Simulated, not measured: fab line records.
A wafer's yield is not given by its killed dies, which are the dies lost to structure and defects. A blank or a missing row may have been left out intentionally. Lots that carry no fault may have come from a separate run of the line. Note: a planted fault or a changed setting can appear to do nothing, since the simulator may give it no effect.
Struck lot and sound lot, side by side / flow sky130 / 17 steps out of a route of 708
Sound: the wafers L647.3, L647.5, L647.6. Struck: wafers L653.2, L653.3, L653.5. Last of all comes the cause.
Order at every step that has rows: each side's tool, ch and its chambers, its first start. Under that, the readings that differ: sound wafers / struck wafers / difference of the means / sigmas: that difference in standard deviations of wafers without a fault.
alike: words and numbers the same on both sides, and readings whose means are apart by under 2 such deviations; not compared: readings that were withheld, readings missing a value for some wafer, numbers with overlapping values and no deviation given by the record, and bounds like >300 which may hide the same value.
A row with sigmas, a row that says differs or no value, or rows on one side alone: a step with any of these is where the two part. When numbers do not overlap yet have no deviation, they are printed without sigmas and do not part them. Lack of a reading on every wafer of one side parts them only where that side has two or more wafers.

first, 5 steps without rows for these wafers: SKY_SD_N_COAT_02 (resist thk 1140 nm); SKY_SD_N_SOFTBAKE_03 (time 60 s); SKY_SD_N_EXPOSE_04 (exposes mask NSDM, target cd 380 nm); SKY_SD_N_PEB_05; SKY_SD_N_DEVELOP_06 (develop time 60 s).
SKY_SD_N_CD_MEAS_07: target cd 380 nm.
  sound on cd sem-01, day 28 14:51; struck on cd sem-02, day 31 09:09
reading=cd nm (nm); sound=384.2 383.8 383.9; struck=378.0 379.1 377.4; difference=-5.8; sigmas=-2
SKY_SD_N_OVL_MEAS_08:
  sound on overlay-02, day 28 14:56; struck on overlay-01, day 31 09:16
  alike: SD_N_OVL
then, 2 steps without rows for these wafers: SKY_SD_N_IMPLANT_09; SKY_SD_N_IMPLANT_10.
SKY_SD_N_STRIP_11: strips in O2/N2.
  sound on plasma asher-04 ch 0,1, day 28 15:18; struck on plasma asher-04 ch 0,1, day 31 09:35
  alike: chamber pressure mTorr, drypump motor current A, n2 flow sccm, oes product au, strip time to endpoint s
  not compared: rf hours counter h
SKY_SD_N_TW_MEAS_12:
  sound on film metro-04, day 28 15:23; struck on film metro-02, day 31 09:42
reading=SD_N_TW; sound=4053 4048 4026; struck=3934 3936 3939; difference=-106; sigmas=-3
then, 1 step without rows for these wafers: SKY_SD_N_CLEAN_13 (cleans in SC1/SC2, time 150 s).
SKY_SD_N_RTA_14: time 2 s.
  sound on rtp anneal-02 ch 0, day 28 15:29; struck on rtp anneal-02 ch 0, day 31 09:49
  alike: lamp power pct, wafer_temp_C_max
SKY_SD_N_RS_MEAS_16: measures by four-point-probe.
  sound on film metro-02, day 28 15:41; struck on film metro-04, day 31 09:59
reading=SD_N_RS (ohm/sq); sound=68.48 68.53 68.55; struck=71.09 71.18 70.94; difference=+2.55; sigmas=+26
SKY_SD_N_RS_MEAS_17: measures by four-point-probe.
  sound on film metro-02, day 28 15:49; struck on film metro-04, day 31 10:07
reading=SD_P_RS (ohm/sq); sound=146.7 147.3 147.4; struck=161.8 161.8 161.7; difference=+14.6; sigmas=+46
SKY_SD_N_RS_MEAS_18: measures by four-point-probe.
  sound on film metro-02, day 28 15:56; struck on film metro-04, day 31 10:14
reading=RES_XHIGH_RS (ohm/sq); sound=323.9 324.3 324.5; struck=327.9 327.8 328.2; difference=+3.7; sigmas=+3
-- a jump in the record: the struck wafers' starts before and after are 17 days apart (it breaks off in module SD_N and resumes in module PAD_OPEN, where the first step shown is number 708 of the route) --
SKY_PAD_OPEN_PROBE_99:
  sound on prober-01, day 46 04:07; struck on prober-02, day 48 11:20
reading=model.etest.res xhigh po.line ohm um; sound=5324 5370 5556; struck=6112 6164 6390; difference=+805; sigmas=
reading=model.etest.res xhigh po.rs ohm sq rim less centre; sound=-47.31 -22.05 -33.03; struck=415 418.4 428.7; difference=+455; sigmas=
reading=model.etest.res xhigh po.rs ohm sq range; sound=53.89 47.44 51.37; struck=427.9 449.1 440.1; difference=+388.1; sigmas=
reading=model.etest.res xhigh po.rs ohm sq; sound=1849 1903 1969; struck=2153 2174 2209; difference=+272; sigmas=
reading=model.etest.res pdiff.line ohm um; sound=1373 1337 1385; struck=1517 1502 1512; difference=+145; sigmas=
reading=model.etest.tip p.rs ohm sq rim less centre; sound=-65.6 -105.6 -6.88; struck=119.1 8.819 25.41; difference=+110.5; sigmas=
  alike: killed_at_M0_to_M3, killed_at_M4_up, killed at contacts, killed at front end, killed at other, killed dies, killed on rim, killed open, killed short
  not compared: model.etest.pfet_01v8.r on ohm um, model.etest.tip p.rs ohm sq

WHERE THEY PART
At SKY_SD_N_CD_MEAS_07 first; at SKY_SD_N_RS_MEAS_18 last (within this record only). Later steps at which nothing parts them and some readings are alike: SKY_PAD_OPEN_PROBE_99.

WHY: what had been put in by the simulator
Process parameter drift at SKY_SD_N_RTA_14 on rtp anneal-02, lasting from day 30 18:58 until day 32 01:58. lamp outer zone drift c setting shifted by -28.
